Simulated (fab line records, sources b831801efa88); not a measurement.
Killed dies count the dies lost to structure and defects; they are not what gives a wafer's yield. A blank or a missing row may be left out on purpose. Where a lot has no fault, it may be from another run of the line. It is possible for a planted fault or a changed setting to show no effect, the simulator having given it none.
8D (eight disciplines) problem report, filled in by code | flow sky130 | the parts of the form that need people (team, actions taken, sign-off) are left out

== 1. THE PROBLEM ==
Wafers free of any fault read 0.1268 ohm/sq (standard deviation 0.0019) for METAL1_ALCU_RS at SKY_METAL1_RS_MEAS_05, against a mean of 0.2499 ohm/sq on 9 wafers of 3 lots. That puts it +65 standard deviations away from the usual mean.
The step: measures by four-point-probe.
First observed at day 35 18:28: wafer L970.3, on film metro-04. The record holds 30 wafers of 10 lots with a number at this step. The rule behind "out" and "out of limits": a value lying over 4 standard deviations away from the usual mean. Any other wafer with a number is counted as sound.

== 2. WHAT IT IS AND WHAT IT IS NOT ==
question                    | is                     | is not
which readings at this step | METAL1_ALCU_RS         | -
which lots                  | L970, L971, L974       | L959, L960, L963, L966, L972, L977, L982
which wafers of those lots  | all that have a number | -
read on which gauges        | film metro-04          | film metro-02, film metro-03
when                        | from day 35 18:28      | up to then (12 sound wafers); but 9 sound wafers of L972, L977, L982 came after

== 3. WHAT RULES OUT EACH SUSPECT ==
Counting: a tool stays on the suspect list if, at a process step up to the reading, it processed all lots that are out and no sound lot following the first of them.
- ruled out: the gauge at SKY_METAL1_RS_MEAS_05. All the wafers that are out were read on film metro-04, but those of them that SKY_METAL1_METAL_ETCH_19 has rows for are out there too, on other tools.
- pvd sputter-01 at SKY_METAL1_SPUTTER_02 (material AlCu, target thk 250 nm, time 13.3 s): kept. Every lot that is out went through it, starting with L970 (day 35 18:20), and after that it ran no sound lot; the last sound lot it ran before then is L966 (day 34 03:20).
After counting, what remains is pvd sputter-01 at SKY_METAL1_SPUTTER_02.

== 4. THE CAUSE (what the simulator had put in) ==
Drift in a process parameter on pvd sputter-01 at SKY_METAL1_SPUTTER_02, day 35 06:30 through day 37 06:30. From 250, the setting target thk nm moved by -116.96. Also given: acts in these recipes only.
Only this tool survived the counting.

== 5. SEQUENCE OF EFFECTS, ordered by route ==
One row per reading whose mean, taken over the struck wafers that have a number, lies over 3 standard deviations from the usual. Readings are gone through only where the record gives a usual standard deviation; hours: the median, over the lots, of the time from a lot's start at the first step in this table giving one to that lot's start at this step; sigmas: the change measured in usual standard deviations.
hours | step                     | reading         | usual         | on struck wafers | change  | sigmas
0     | SKY_METAL1_RS_MEAS_05    | METAL1_ALCU_RS  | 0.1268 ohm/sq | 0.2499           | +0.1231 | +65
0     | SKY_METAL1_THK_MEAS_06   | METAL1_ALCU_THK | 246 nm        | 130              | -116    | -34
26    | SKY_METAL1_METAL_ETCH_19 | oes product au  | 0.854 a.u.    | 0.722            | -0.132  | -19
Here are the process steps it includes:
- SKY_METAL1_METAL_ETCH_19: etches the open film in Cl2/BCl3, stops on SiO2, target depth 360 nm, time 78 s.

== 6. WHAT WOULD HAVE CAUGHT IT SOONER ==
In this record the first reading out of limits at a measuring or inspecting step was taken at day 35 18:28, 12 hours after the fault began at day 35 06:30.
An alarm limit of 4 standard deviations would not have fired on the tool readings at SKY_METAL1_SPUTTER_02 for which the record gives a usual standard deviation, since none of them was out on any struck wafer.
Lots out: 3; of these, L971, L974 started SKY_METAL1_SPUTTER_02 on pvd sputter-01 after day 35 18:28. A hold on the tool at that time would have spared those 2.
